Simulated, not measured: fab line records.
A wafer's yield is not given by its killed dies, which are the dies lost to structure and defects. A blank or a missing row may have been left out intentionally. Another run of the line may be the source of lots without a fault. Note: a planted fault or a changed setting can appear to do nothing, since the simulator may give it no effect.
fab line records	flow sky130
record lots=6	wafers=18	lastDay=50
route steps=708 shown LOCAL_INTERCONNECT@396 CONTACT@406 METAL1@434 PAD_OPEN@708
lots with no fault: from the same line, run without faults
startH: start of the lot's first displayed wafer, in hours after the record's first day	waitH: hours since the lot's step before	" repeats the value in the row above	L1.1+2: several wafers, shown together as one row	- no value, or no start was given	* or withheld: withheld	< > ~ a bound
route shown NAME@n: NAME is a module with steps in the file, n the number in the route of the first one	usual: the fault-free wafers' mean and standard deviation	same: alike in all rows	chamber/n: place in a boat	sites: each site's reading	_std_site: the values' standard deviation	_edge_site: outer sites' mean less inner sites'	radiusMm: for every site, how far away it sits from the centre of the wafer	mask NAME#n: copy n	behind: tool/chamber where the wafer was last shaped	hold: why the lot was held/for how many hours/how that ended	device: names the non-switching transistor (n, p or np)	end of line: the tests these same wafers got at the end of their route	where a step has no rows: the recipe by itself	killed: count of dies lost to structure and defects at first sort (not the wafer's yield)	map: the dies of a wafer, with x for killed, . for not killed, _ for no die there
set.NAME: the setting the step ran with; set.NAME@STEP: the setting that earlier step ran with	model.NAME: the simulator's own value behind a step, which no gauge read
lots at selected steps of the route; one table per step, one row per wafer
services: when a tool's chamber went out of use (startH, in hours from the record's first day, below 0 if earlier), for how many hours, and the reason
## steps
# step SKY_LOCAL_INTERCONNECT_PEB_09
# recipe pebTempC=withheld	pebTimeS=withheld	resist=KrF-thick
# step SKY_LOCAL_INTERCONNECT_DEVELOP_10
# recipe developTimeS=60	resist=KrF-thick	devTempC=21
# step SKY_LOCAL_INTERCONNECT_CD_MEAS_11
# recipe targetCdNm=170
# usual cdNm=169.6/1.5
lot.wafer	tool	chamber	startH	waitH	cdNm
L178.1	cdSem-01	-	712.27	-	171.6
L178.4	"	-	"	"	171.3
L178.5	"	-	"	"	171.2
L179.3	cdSem-02	-	728.79	-	166.0
L179.4	"	-	"	"	167.7
L179.5	"	-	"	"	167.0
L182.3	cdSem-02	-	765.59	-	169.8
L182.4	"	-	"	"	167.9
L182.5	"	-	"	"	168.7
L183.1	cdSem-01	-	767.42	-	169.1
L183.2	"	-	"	"	169.4
L183.6	"	-	"	"	169.4
L196.1	cdSem-02	-	853.01	-	169.8
L196.2	"	-	"	"	169.0
L196.4	"	-	"	"	170.6
L200.3	cdSem-02	-	881.19	-	170.7
L200.4	"	-	"	"	169.2
L200.6	"	-	"	"	171.7
# step SKY_LOCAL_INTERCONNECT_OVL_MEAS_12
# usual LOCAL_INTERCONNECT_OVL=-3/5.7
lot.wafer	tool	chamber	startH	waitH	LOCAL_INTERCONNECT_OVL[nm]
L178.1	overlay-01	-	712.39	0.1	5
L178.4	"	-	"	"	5
L178.5	"	-	"	"	3
L179.3	overlay-01	-	728.88	0.1	-10
L179.4	"	-	"	"	-11
L179.5	"	-	"	"	-8
L182.3	overlay-01	-	765.68	0.1	-4
L182.4	"	-	"	"	-8
L182.5	"	-	"	"	-2
L183.1	overlay-01	-	767.54	0.1	-5
L183.2	"	-	"	"	-3
L183.6	"	-	"	"	-3
L196.1	overlay-02	-	853.13	0.1	0
L196.2	"	-	"	"	6
L196.4	"	-	"	"	-4
L200.3	overlay-02	-	881.28	0.1	-2
L200.4	"	-	"	"	-11
L200.6	"	-	"	"	-5
# step SKY_LOCAL_INTERCONNECT_ETCH_13
# recipe chemistry=N2/H2	target=BARC	ionEnergyEv=200	biasW=100	pressureMtorr=30	n2FlowSccm=100	h2FlowSccm=200	icpW=500	stopOn=SiO2	timeS=45.9	targetDepthA=600
# usual drypumpMotorCurrentA=5.9/0.44	n2FlowSccm=100.0/0.34	oesProductAu=0.856/0.0048	throttleValvePct=13.225/0.01
lot.wafer	tool	chamber	startH	waitH	drypumpMotorCurrentA	n2FlowSccm	oesProductAu	rfHoursCounterH	throttleValvePct
L178.1	rieMetal-02	0	712.43	0.0	6.2	99.9	0.851	12	13.222
L178.4	"	1	"	"	5.9	100.6	0.854	-	13.227
L178.5	"	0	"	"	6.3	99.3	0.843	-	13.217
L179.3	rieMetal-04	1	728.93	0.0	6.5	99.5	0.860	-	13.222
L179.4	"	0	"	"	5.0	99.5	0.853	-	13.228
L179.5	"	1	"	"	6.6	100.1	0.851	-	13.241
L182.3	rieMetal-02	0	765.73	0.0	6.2	100.0	0.856	-	13.220
L182.4	"	1	"	"	5.9	100.2	0.849	-	13.230
L182.5	"	1	"	"	5.9	100.1	0.855	-	13.212
L183.1	rieMetal-04	1	767.58	0.0	6.5	100.0	0.856	15	13.226
L183.2	"	0	"	"	5.0	100.0	0.854	4	13.215
L183.6	"	0	"	"	5.0	99.7	0.856	-	13.234
L196.1	rieMetal-02	1	853.16	0.0	5.9	100.1	0.857	4	13.229
L196.2	"	0	"	"	6.2	99.5	0.852	17	13.233
L196.4	"	1	"	"	5.9	99.8	0.853	-	13.233
L200.3	rieMetal-04	1	881.33	0.0	6.5	99.7	0.853	-	13.202
L200.4	"	0	"	"	5.0	100.8	0.856	-	13.229
L200.6	"	0	"	"	5.0	100.4	0.846	-	13.236
# step SKY_LOCAL_INTERCONNECT_METAL_ETCH_14
# recipe targetDepthNm=110	stopOn=PSG	chemistry=Cl2/BCl3	target=TiN	resistSidewallDeg=88	pressureMtorr=10	icpW=900	biasW=48.5	Cl2_flow_sccm=60	bcl3FlowSccm=30	timeS=31.4
# usual drypumpMotorCurrentA=5.9/0.44	oesProductAu=0.942/0.008	throttleValvePct=21.900/0.0099
lot.wafer	tool	chamber	startH	waitH	drypumpMotorCurrentA	oesProductAu	rfHoursCounterH	throttleValvePct
L178.1	rieMetal-02	0	712.49	0.0	6.2	0.940	12	21.921
L178.4	"	1	"	"	5.8	0.945	-	21.896
L178.5	"	0	"	"	6.2	0.937	-	21.903
L179.3	rieMetal-04	1	728.99	0.0	6.5	0.937	-	21.896
L179.4	"	0	"	"	5.0	0.936	-	21.912
L179.5	"	1	"	"	6.5	0.949	-	21.901
L182.3	rieMetal-02	0	765.79	0.0	6.2	0.941	-	21.899
L182.4	"	1	"	"	5.9	0.941	-	21.895
L182.5	"	1	"	"	5.9	0.939	-	21.892
L183.1	rieMetal-04	1	767.64	0.0	6.5	0.932	15	21.912
L183.2	"	0	"	"	5.0	0.934	4	21.902
L183.6	"	0	"	"	4.9	0.931	-	21.908
L196.1	rieMetal-02	1	853.23	0.0	5.9	0.941	5	21.892
L196.2	"	0	"	"	6.2	0.944	17	21.893
L196.4	"	1	"	"	5.9	0.941	-	21.903
L200.3	rieMetal-04	1	881.39	0.0	6.5	0.950	-	21.904
L200.4	"	0	"	"	5.0	0.946	-	21.907
L200.6	"	0	"	"	5.0	0.944	-	21.903
# step SKY_LOCAL_INTERCONNECT_STRIP_15
# recipe chemistry=O2/N2	powerW=1400	pressureMtorr=1500	platenTempC=withheld	o2FlowSccm=3000	n2FlowSccm=300	overashFraction=0.5
# usual drypumpMotorCurrentA=5.7/0.47	n2FlowSccm=300.1/0.9	oesProductAu=0.427/0.0044	stripTimeToEndpointS=4.728/0.02
lot.wafer	tool	chamber	startH	waitH	drypumpMotorCurrentA	n2FlowSccm	oesProductAu	rfHoursCounterH	stripTimeToEndpointS
L178.1	plasmaAsher-03	0	712.54	0.0	6.2	300.6	0.424	91	4.721
L178.4	"	0	"	"	6.2	301.3	0.428	-	4.721
L178.5	"	1	"	"	6.3	300.1	0.430	-	4.722
L179.3	plasmaAsher-03	0	729.06	0.1	6.1	301.3	0.431	-	4.737
L179.4	"	1	"	"	6.3	300.1	0.419	-	4.737
L179.5	"	1	"	"	6.3	300.5	0.432	-	4.755
L182.3	plasmaAsher-03	0	765.86	0.1	6.1	300.9	0.433	-	4.695
L182.4	"	1	"	"	6.3	298.8	0.430	-	4.715
L182.5	"	1	"	"	6.3	299.2	0.428	-	4.724
L183.1	plasmaAsher-04	1	767.69	0.0	5.6	301.3	0.429	1	4.736
L183.2	"	0	"	"	6.0	299.4	0.432	1	4.738
L183.6	"	1	"	"	5.6	300.0	0.430	-	4.742
L196.1	plasmaAsher-04	0	853.28	0.0	6.0	301.0	0.425	10	4.767
L196.2	"	1	"	"	5.6	300.1	0.430	10	4.755
L196.4	"	1	"	"	5.6	299.5	0.428	-	4.745
L200.3	plasmaAsher-01	1	881.46	0.1	5.4	300.3	0.428	-	4.718
L200.4	"	0	"	"	4.9	299.8	0.433	-	4.728
L200.6	"	0	"	"	4.9	300.1	0.425	-	4.721
# step SKY_LOCAL_INTERCONNECT_STRIP_16
# recipe chemistry=postEtchResidueRemover	timeS=1200	tempC=72.5
# step SKY_LOCAL_INTERCONNECT_CLEAN_17
# recipe chemistry=IPA	timeS=180	tempC=25
# step SKY_LOCAL_INTERCONNECT_CLEAN_18
# recipe chemistry=O3/DIW	dry=n2Spin
# step SKY_CONTACT_CVD_00
# recipe material=Si3N4	targetThkNm=75	tempC=400	timeS=withheld	rfW=450
# step SKY_CONTACT_THK_MEAS_01
# recipe reads=Si3N4_of_CONTACT_CVD_00
# usual CONTACT_CVD_00_THK=74.5/1.1
lot.wafer	tool	chamber	startH	waitH	CONTACT_CVD_00_THK[nm]
L178.1	filmMetro-04	-	713.26	-	73.9
L178.4	"	-	"	"	74.9
L178.5	"	-	"	"	73.9
L179.3	filmMetro-01	-	729.71	-	74.3
L179.4	"	-	"	"	75.1
L179.5	"	-	"	"	74.5
L182.3	filmMetro-01	-	766.47	-	73.2
L182.4	"	-	"	"	74.2
L182.5	"	-	"	"	73.3
L183.1	filmMetro-01	-	768.32	-	73.3
L183.2	"	-	"	"	73.8
L183.6	"	-	"	"	74.2
L196.1	filmMetro-04	-	853.90	-	74.0
L196.2	"	-	"	"	72.6
L196.4	"	-	"	"	74.7
L200.3	filmMetro-01	-	882.13	-	76.6
L200.4	"	-	"	"	75.5
L200.6	"	-	"	"	77.3
# step SKY_CONTACT_HDPCVD_02
# recipe material=SiO2	targetThkNm=565	sigmaOpenFrac=0.3	timeS=94.2	tempC=600	sih4FlowSccm=61.26	pressureMtorr=6
lot.wafer	tool	chamber	startH	waitH
L178.1+4+5	hdpcvd-02	2,1,0	713.32	0.1
L179.3+4+5	hdpcvd-02	2,2,0	729.75	0.0
L182.3+4+5	hdpcvd-01	1,0,2	766.51	0.0
L183.1+2+6	hdpcvd-01	2,0,1	768.38	0.1
L196.1+2+4	hdpcvd-02	2,0,1	853.96	0.1
L200.3+4+6	hdpcvd-01	1,1,0	882.17	0.0
# step SKY_CONTACT_THK_MEAS_03
# recipe reads=SiO2_of_CONTACT_HDPCVD_02
# usual CONTACT_HDPCVD_THK=576/5.5
lot.wafer	tool	chamber	startH	waitH	CONTACT_HDPCVD_THK[nm]
L178.1	filmMetro-01	-	713.39	0.0	580
L178.4	"	-	"	"	569
L178.5	"	-	"	"	581
L179.3	filmMetro-01	-	729.84	0.1	573
L179.4	"	-	"	"	578
L179.5	"	-	"	"	576
L182.3	filmMetro-01	-	766.60	0.1	571
L182.4	"	-	"	"	572
L182.5	"	-	"	"	565
L183.1	filmMetro-02	-	768.45	0.0	571
L183.2	"	-	"	"	578
L183.6	"	-	"	"	579
L196.1	filmMetro-01	-	854.03	0.0	574
L196.2	"	-	"	"	577
L196.4	"	-	"	"	578
L200.3	filmMetro-01	-	882.26	0.1	574
L200.4	"	-	"	"	568
L200.6	"	-	"	"	577
# step SKY_CONTACT_CMP_04
# recipe material=SiO2	downForcePsi=4	platenRpm=60	padVelocityMS=0.94248
# step SKY_CONTACT_BOW_MEAS_05
# recipe mode=bow
# usual CONTACT_BOW=81/6.6
lot.wafer	tool	chamber	startH	waitH	CONTACT_BOW[um]
L178.1	filmMetro-01	-	713.75	0.2	88
L178.4	"	-	"	"	90
L178.5	"	-	"	"	88
L179.3	filmMetro-01	-	730.22	0.1	84
L179.4	"	-	"	"	69
L179.5	"	-	"	"	78
L182.3	filmMetro-02	-	766.98	0.2	91
L182.4	"	-	"	"	84
L182.5	"	-	"	"	78
L183.1	filmMetro-02	-	768.81	0.1	79
L183.2	"	-	"	"	71
L183.6	"	-	"	"	74
L196.1	filmMetro-01	-	854.39	0.2	91
L196.2	"	-	"	"	68
L196.4	"	-	"	"	83
L200.3	filmMetro-02	-	882.64	0.1	72
L200.4	"	-	"	"	80
L200.6	"	-	"	"	91
# step SKY_CONTACT_DEHYDRATE_06
# recipe tempC=200	timeS=60
# step SKY_CONTACT_HMDS_07
# recipe primeTimeS=60	primeTempC=120
# step SKY_CONTACT_COAT_08
# recipe resist=BARC	tempC=withheld	timeS=withheld	spinRpm=3000	resistThkNm=60
# step SKY_CONTACT_COAT_09
# recipe resist=KrF-thick	spinRpm=3000	resistThkNm=450
# step SKY_CONTACT_SOFTBAKE_10
# recipe tempC=100	timeS=90	resist=KrF-thick
# step SKY_CONTACT_EXPOSE_11
# recipe maskId=CTM1	na=0.8	sourceShape=annular	sigmaInner=0.55	sigmaOuter=0.85	targetCdNm=170	doseMj=38
# step SKY_CONTACT_PEB_12
# recipe pebTempC=withheld	pebTimeS=withheld	resist=KrF-thick
# step SKY_CONTACT_DEVELOP_13
# recipe developTimeS=60	resist=KrF-thick	devTempC=21
# step SKY_CONTACT_CD_MEAS_14
# recipe targetCdNm=170
# usual cdNm=169.9/1.6
lot.wafer	tool	chamber	startH	waitH	cdNm
L178.1	cdSem-01	-	741.21	-	168.3
L178.4	"	-	"	"	169.0
L178.5	"	-	"	"	168.8
L179.3	cdSem-02	-	757.35	-	167.1
L179.4	"	-	"	"	167.6
L179.5	"	-	"	"	168.1
L182.3	cdSem-02	-	793.19	-	169.2
L182.4	"	-	"	"	168.6
L182.5	"	-	"	"	169.5
L183.1	cdSem-02	-	795.95	-	168.9
L183.2	"	-	"	"	169.4
L183.6	"	-	"	"	169.1
L196.1	cdSem-01	-	880.20	-	171.5
L196.2	"	-	"	"	168.6
L196.4	"	-	"	"	168.8
L200.3	cdSem-02	-	907.66	-	169.7
L200.4	"	-	"	"	170.7
L200.6	"	-	"	"	170.4
# step SKY_CONTACT_OVL_MEAS_15
# usual CONTACT_OVL=3/5.4
lot.wafer	tool	chamber	startH	waitH	CONTACT_OVL[nm]
L178.1	overlay-02	-	741.33	0.1	10
L178.4	"	-	"	"	1
L178.5	"	-	"	"	6
L179.3	overlay-01	-	757.44	0.1	6
L179.4	"	-	"	"	6
L179.5	"	-	"	"	6
L182.3	overlay-01	-	793.28	0.1	14
L182.4	"	-	"	"	5
L182.5	"	-	"	"	17
L183.1	overlay-02	-	796.07	0.1	-1
L183.2	"	-	"	"	6
L183.6	"	-	"	"	5
L196.1	overlay-01	-	880.32	0.1	5
L196.2	"	-	"	"	3
L196.4	"	-	"	"	0
L200.3	overlay-01	-	907.75	0.1	0
L200.4	"	-	"	"	2
L200.6	"	-	"	"	1
# step SKY_CONTACT_ETCH_16
# recipe chemistry=N2/H2	target=BARC	ionEnergyEv=200	sourceW=500	biasW=100	pressureMtorr=30	n2FlowSccm=100	h2FlowSccm=200	stopOn=SiO2	timeS=45.9	targetDepthA=600
# step SKY_CONTACT_ETCH_17
# recipe target=SiO2	chemistry=C4F8/O2/Ar	stopOn=Si3N4	maskMaterial=KrF-thick	sourceW=1500	biasW=1200	pressureMtorr=40	c4f8FlowSccm=withheld	O2_flow_sccm=6	Ar_flow_sccm=300	timeS=withheld	targetDepthA=3400
# step SKY_CONTACT_ETCH_18
# recipe target=Si3N4	chemistry=CHF3/O2	stopOn=TiN	sourceW=600	biasW=200	pressureMtorr=40	chf3FlowSccm=50	O2_flow_sccm=5	timeS=39	targetDepthA=750
# step SKY_CONTACT_STRIP_19
# recipe chemistry=O2/N2	powerW=1400	pressureMtorr=1500	platenTempC=withheld	o2FlowSccm=3000	n2FlowSccm=300	overashFraction=0.5
# step SKY_CONTACT_STRIP_20
# recipe chemistry=postEtchResidueRemover	timeS=1200	tempC=72.5
# step SKY_CONTACT_CLEAN_21
# recipe chemistry=IPA	timeS=180	tempC=25
# step SKY_CONTACT_CLEAN_22
# recipe chemistry=O3/DIW	dry=n2Spin
# step SKY_CONTACT_SPUTTER_23
# recipe material=TiN	targetThkNm=20	chamberPressurePa=5	powerW=4000	timeS=80
# usual throttleValvePct=29.7/1.2
lot.wafer	tool	chamber	startH	waitH	throttleValvePct
L178.1	pvdSputter-01	-	742.18	0.0	28.7
L178.4	"	-	"	"	29.2
L178.5	"	-	"	"	29.2
L179.3	pvdSputter-01	-	758.26	0.0	31.4
L179.4	"	-	"	"	29.0
L179.5	"	-	"	"	31.5
L182.3	pvdSputter-01	-	794.13	0.0	31.6
L182.4	"	-	"	"	31.4
L182.5	"	-	"	"	28.7
L183.1	pvdSputter-04	-	796.84	0.0	31.3
L183.2	"	-	"	"	30.2
L183.6	"	-	"	"	28.3
L196.1	pvdSputter-03	-	881.11	0.0	27.9
L196.2	"	-	"	"	29.4
L196.4	"	-	"	"	30.1
L200.3	pvdSputter-04	-	908.51	0.0	29.0
L200.4	"	-	"	"	28.5
L200.6	"	-	"	"	28.7
# step SKY_CONTACT_CVD_24
# recipe material=W	targetThkNm=340	timeS=102.12	tempC=400	pressureTorr=40
# step SKY_CONTACT_RS_MEAS_25
# recipe thkMeasGauge=four-point-probe	reads=W_of_CONTACT_CVD_24+TiN_of_CONTACT_SPUTTER_23
# usual CONTACT_W_RS=0.340/0.0039
lot.wafer	tool	chamber	startH	waitH	CONTACT_W_RS[ohm/sq]
L178.1	filmMetro-04	-	742.35	0.1	0.338
L178.4	"	-	"	"	0.338
L178.5	"	-	"	"	0.340
L179.3	filmMetro-04	-	758.47	0.1	0.336
L179.4	"	-	"	"	0.341
L179.5	"	-	"	"	0.345
L182.3	filmMetro-01	-	794.45	0.2	0.345
L182.4	"	-	"	"	0.342
L182.5	"	-	"	"	0.341
L183.1	filmMetro-02	-	797.02	0.1	0.333
L183.2	"	-	"	"	0.345
L183.6	"	-	"	"	0.343
L196.1	filmMetro-04	-	881.28	0.1	0.340
L196.2	"	-	"	"	0.343
L196.4	"	-	"	"	0.345
L200.3	filmMetro-02	-	908.73	0.1	0.349
L200.4	"	-	"	"	0.341
L200.6	"	-	"	"	0.341
# step SKY_CONTACT_THK_MEAS_26
# recipe thkMeasGauge=xrf	reads=W_of_CONTACT_CVD_24
# usual CONTACT_W_THK=342/5
lot.wafer	tool	chamber	startH	waitH	CONTACT_W_THK[nm]
L178.1	filmMetro-04	-	742.47	0.1	348
L178.4	"	-	"	"	348
L178.5	"	-	"	"	345
L179.3	filmMetro-04	-	758.57	0.1	346
L179.4	"	-	"	"	344
L179.5	"	-	"	"	340
L182.3	filmMetro-01	-	794.55	0.1	332
L182.4	"	-	"	"	332
L182.5	"	-	"	"	334
L183.1	filmMetro-02	-	797.14	0.1	349
L183.2	"	-	"	"	337
L183.6	"	-	"	"	340
L196.1	filmMetro-04	-	881.40	0.1	343
L196.2	"	-	"	"	340
L196.4	"	-	"	"	338
L200.3	filmMetro-02	-	908.83	0.1	334
L200.4	"	-	"	"	345
L200.6	"	-	"	"	343
# step SKY_CONTACT_CMP_27
# recipe stopOn=SiO2	tOverpolishS=15	downForcePsi=3.5	platenRpm=60	targetThkNm=0	padVelocityMS=0.94248
# step SKY_METAL1_SPUTTER_00
# recipe material=Ti	targetThkNm=15	powerW=3000	timeS=10	chamberPressurePa=0.4
# usual throttleValvePct=29.5/1.1
lot.wafer	tool	chamber	startH	waitH	throttleValvePct
L178.1	pvdSputter-03	-	742.83	0.2	29.7
L178.4	"	-	"	"	28.3
L178.5	"	-	"	"	28.0
L179.3	pvdSputter-03	-	758.91	0.1	30.1
L179.4	"	-	"	"	28.0
L179.5	"	-	"	"	28.5
L182.3	pvdSputter-03	-	794.89	0.1	28.8
L182.4	"	-	"	"	28.0
L182.5	"	-	"	"	30.1
L183.1	pvdSputter-01	-	797.50	0.1	31.2
L183.2	"	-	"	"	28.5
L183.6	"	-	"	"	31.2
L196.1	pvdSputter-01	-	881.98	0.1	31.2
L196.2	"	-	"	"	31.2
L196.4	"	-	"	"	28.7
L200.3	pvdSputter-02	-	909.17	0.1	30.7
L200.4	"	-	"	"	28.7
L200.6	"	-	"	"	30.4
# step SKY_METAL1_SPUTTER_01
# recipe material=TiN	targetThkNm=20	powerW=6500	timeS=16.7	chamberPressurePa=0.4
# step SKY_METAL1_SPUTTER_02
# recipe material=AlCu	targetThkNm=250	powerW=10600	timeS=13.3	chamberPressurePa=0.4
# step SKY_METAL1_SPUTTER_03
# recipe material=Ti	targetThkNm=5	powerW=3000	timeS=3.3	chamberPressurePa=0.4
# step SKY_PAD_OPEN_PROBE_99
# usual killed_at_M0_to_M3=44/6.5	killed_at_M4_up=3.0/1.5	killedAtContacts=25/5.1	killedAtFrontEnd=14/4.1	killedAtOther=0.3/0.57	killedDies=87/9.5	killedOnRim=17/3.9	killedOpen=48/6.8	killedShort=39/6.2
# same grossDies=492	killedAtBackSide=0
lot.wafer	tool	chamber	startH	waitH	killed_at_M0_to_M3	killed_at_M4_up	killedAtContacts	killedAtFrontEnd	killedAtOther	killedDies	killedOnRim	killedOpen	killedShort
L178.1	prober-01	-	1078.99	0.1	41	3	21	15	0	80	18	40	39
L178.4	prober-01	-	1079.14	0.2	38	4	37	13	0	92	17	53	38
L178.5	prober-01	-	1079.19	0.2	53	3	26	14	0	96	18	54	42
L179.3	prober-01	-	1097.25	0.2	38	3	20	13	0	74	19	47	26
L179.4	prober-01	-	1097.30	0.2	46	4	23	15	1	89	16	49	39
L179.5	prober-01	-	1097.35	0.2	51	2	26	12	0	91	23	50	41
L183.1	prober-01	-	1122.37	0.1	36	4	72	15	1	128	19	36	37
L183.2	prober-01	-	1122.42	0.1	33	4	31	18	0	86	16	50	35
L183.6	prober-01	-	1122.62	0.2	49	6	34	18	1	108	15	57	50
L182.5	prober-02	-	1122.59	0.2	49	1	70	9	1	130	19	50	30
L196.1	prober-02	-	1183.55	0.1	43	2	31	6	1	83	15	48	35
# killed by level:class
L178.1 VIA1:geometricParticle:open=11 LOCAL_INTERCONNECT:geometricParticle:short=7 LI_CONTACT:geometricParticle:open=6 METAL1:geometricParticle:short=6 VIA1:geometricParticle:short=6 POLY_GATE:geometricParticle:open=4 POLY_GATE:geometricParticle:short=4 CONTACT:geometricParticle:open=4
L178.4 CONTACT:geometricParticle:open=20 VIA1:geometricParticle:open=10 CONTACT:geometricParticle:short=7 VIA1:geometricParticle:short=7 VIA3:geometricParticle:open=6 LOCAL_INTERCONNECT:geometricParticle:short=5 METAL1:geometricParticle:short=4 LI_CONTACT:geometricParticle:open=4
L178.5 VIA2:geometricParticle:open=12 CONTACT:geometricParticle:open=11 VIA1:geometricParticle:open=10 METAL2:geometricParticle:short=8 METAL1:geometricParticle:short=7 LI_CONTACT:geometricParticle:open=6 CONTACT:geometricParticle:short=5 VIA3:geometricParticle:open=5
L179.3 VIA1:geometricParticle:open=8 VIA2:geometricParticle:open=8 FIELD_ISO:geometricParticle:open=6 LI_CONTACT:geometricParticle:open=6 CONTACT:geometricParticle:open=6 VIA3:geometricParticle:open=6 METAL1:geometricParticle:short=4 VIA1:geometricParticle:short=4
L179.4 VIA1:geometricParticle:open=11 LI_CONTACT:geometricParticle:open=10 CONTACT:geometricParticle:open=7 VIA2:geometricParticle:open=7 POLY_GATE:geometricParticle:short=6 VIA3:geometricParticle:open=6 METAL3:geometricParticle:short=5 VIA3:geometricParticle:short=5
L179.5 VIA3:geometricParticle:open=12 VIA1:geometricParticle:open=11 CONTACT:geometricParticle:open=10 METAL1:geometricParticle:short=8 METAL2:geometricParticle:short=7 CONTACT:geometricParticle:short=6 VIA2:geometricParticle:open=6 FIELD_ISO:geometricParticle:short=4
L183.1 CONTACT:unspecified=53 VIA1:geometricParticle:open=10 CONTACT:geometricParticle:short=7 CONTACT:geometricParticle:open=7 VIA1:geometricParticle:short=7 FIELD_ISO:geometricParticle:open=4 METAL3:geometricParticle:short=4 METAL1:geometricParticle:short=4
L183.2 CONTACT:geometricParticle:open=10 LI_CONTACT:geometricParticle:open=9 VIA3:geometricParticle:open=8 FIELD_ISO:geometricParticle:open=7 VIA1:geometricParticle:open=7 LOCAL_INTERCONNECT:geometricParticle:short=6 FIELD_ISO:geometricParticle:short=5 METAL1:geometricParticle:open=5
L182.5 CONTACT:unspecified=50 CONTACT:geometricParticle:open=11 VIA1:geometricParticle:open=10 VIA3:geometricParticle:open=10 METAL2:geometricParticle:short=8 LI_CONTACT:geometricParticle:open=4 VIA1:geometricParticle:short=4 METAL2:geometricParticle:open=4
L183.6 CONTACT:geometricParticle:open=14 VIA1:geometricParticle:open=12 VIA2:geometricParticle:open=10 CONTACT:geometricParticle:short=8 METAL1:geometricParticle:short=7 LI_CONTACT:geometricParticle:open=7 FIELD_ISO:geometricParticle:short=6 METAL4:geometricParticle:short=6
L196.1 LI_CONTACT:geometricParticle:open=11 CONTACT:geometricParticle:open=11 VIA1:geometricParticle:open=7 VIA3:geometricParticle:open=7 METAL2:geometricParticle:short=6 METAL1:geometricParticle:short=6 VIA2:geometricParticle:open=5 CONTACT:geometricParticle:short=4
# map L182.5 (x killed, . not)
__________.xx......._________
________x............._______
______..x...x.x...xxx..._____
_____................x...____
____.....x....xx..........___
___............x...x..xx.x.__
__...x.........x.....xx....._
_.....x............x......x.x
_....x.....x..x.x.x..........
_.x.x......x..x...x...xx.x...
_.x.x....x.x.....x...x..x....
_xx.x.........xx.....x.......
_..............xx..........x.
_......x..............x......
_..............xx.xxxx.xx..x.
__x..x..x.x.....xxxxxxx..xx._
___...x.....x.xxxxxxxxxx.x.__
____...x......xxxxxxxxxx.x___
_____...x....x.xxxxxxxxx.____
______......x..xxxxxxxx._____
________........x.xxx._______
__________...x...x.._________
# map L183.1 (x killed, . not)
__________....x....._________
________x.x.....x...x._______
______...x......x......._____
_____..x.......x...x.....____
____.x...............x.x..___
___...............xx.......__
__.....x..xx....x........x.._
_........x..........x...x....
_.x........x.x.x.............
_.x......x...........x..x....
_..............x......xxx....
_.....x..........x..xxx......
_......x..........x..x.xxxxx.
_...x..x...x......xx..x......
_.......x.x.x..x.xxxxxx..xx..
__....x.....x..xxxxxxxxx..xx_
___.x...x.......xxxxxxxxx.x__
____............xxxxxxxx.x___
_____x.....x...xxxxxxxxxx____
______...x....x.xxxxxx.x_____
________......x..xxx.x_______
__________...x....x._________
## services
tool	chamber	startH	hours	kind
rieMetal-02	1	690.90	-	clean
rieMetal-02	1	690.90	16.4	scheduledDown
rieMetal-02	1	690.90	16.4	ventCycle
pvdSputter-03	-	692.84	1.3	repair
pvdSputter-03	-	703.44	4.0	repair
hdpcvd-01	0	720.72	5.5	repair
plasmaAsher-04	-	731.40	12.5	pm
plasmaAsher-04	-	743.87	9.0	pm
hdpcvd-01	1	752.24	5.3	repair
hdpcvd-02	-	760.47	5.5	pm
hdpcvd-02	1	769.27	3.0	repair
rieMetal-02	1	771.68	11.1	repair
rieMetal-04	1	772.44	-	clean
rieMetal-04	1	772.44	19.8	scheduledDown
pvdSputter-01	-	772.95	3.6	repair
hdpcvd-01	-	789.71	2.8	pm
pvdSputter-01	-	807.42	6.8	repair
pvdSputter-04	-	825.80	2.9	repair
rieMetal-02	1	827.87	8.8	repair
hdpcvd-01	-	862.70	1.5	repair
pvdSputter-02	-	873.42	7.8	repair
pvdSputter-01	-	878.72	3.2	repair
pvdSputter-02	-	889.55	9.2	repair
pvdSputter-03	-	892.38	5.4	repair
## key
firstSign step=SKY_PAD_OPEN_PROBE_99	reading=killedAtContacts	direction=up	sigmas=9.1	usual=25	struck=71
effect step=SKY_PAD_OPEN_PROBE_99	reading=killedDies	direction=up	sigmas=4.5	usual=87	struck=129
metAt SKY_CONTACT_HDPCVD_02
struckWafers L182.5,L183.1
testerLeftOut L182,L183
fault kind=chamberParticleSource	tool=hdpcvd-01	chamber=2	onsetH=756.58	steps=SKY_CONTACT_HDPCVD_02	ratePerVisitCm2=1.0857	endH=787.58
# testerLeftOut: of these lots the tester's yield and bins aren't shown, on N5 and GAA mostly nor the transistor test; their killed dies are dies lost to structure and defects alone, not to doping, threshold or leakage, so they don't give the yield
